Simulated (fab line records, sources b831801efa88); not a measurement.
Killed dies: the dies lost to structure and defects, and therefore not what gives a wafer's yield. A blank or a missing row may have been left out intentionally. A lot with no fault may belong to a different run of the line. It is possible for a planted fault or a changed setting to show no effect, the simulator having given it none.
Matching of chambers -- flow gf180mcu -- GF_POLY_GATE_ETCH_13 on rie si-01: 4 sister chambers
The step etches poly-Si in HBr/Cl2, stops on SiO2, target depth 198.5 nm, time 69.6 s. 4 wafers are shown with their chamber, then 7 later ones without.

WAFERS WITH THEIR CHAMBER
wafer,chamber,drypump motor current A (A)
L469.2,3,5.2
L469.6,1,5.7
L470.2,0,6.2
L470.5,2,5.5

WAFERS WITH NO CHAMBER GIVEN
wafer,drypump motor current A (A)
L470.6,5.2
L472.2,5.3
L472.3,5.5
L472.6,5.7
L473.2,6.2
L473.4,5.7
L473.5,5.2

WHICH CHAMBER EACH ONE RAN IN
wafer,from the rows above,in truth
L470.6,3,3
L472.2,3,3
L472.3,2,2
L472.6,1,1
L473.2,0,0
L473.4,1,1
L473.5,3,3
Correctly placed: 7 of 7. Left unplaced by these rows: 0. Number placed wrongly: 0.
How it was worked out, from the rows above alone: a wafer's distance from a chamber is the root of the sum, over the readings, of the square of ((its reading less the chamber's mean) divided by the reading's scatter). The wafer belongs to the nearest chamber; if the next one is less than 2 further off, it can't be placed. The mean given for a chamber averages the wafers shown for that chamber. The scatter: root of mean squared gap, hidden wafer to nearest shown wafer, with one shown wafer a chamber.
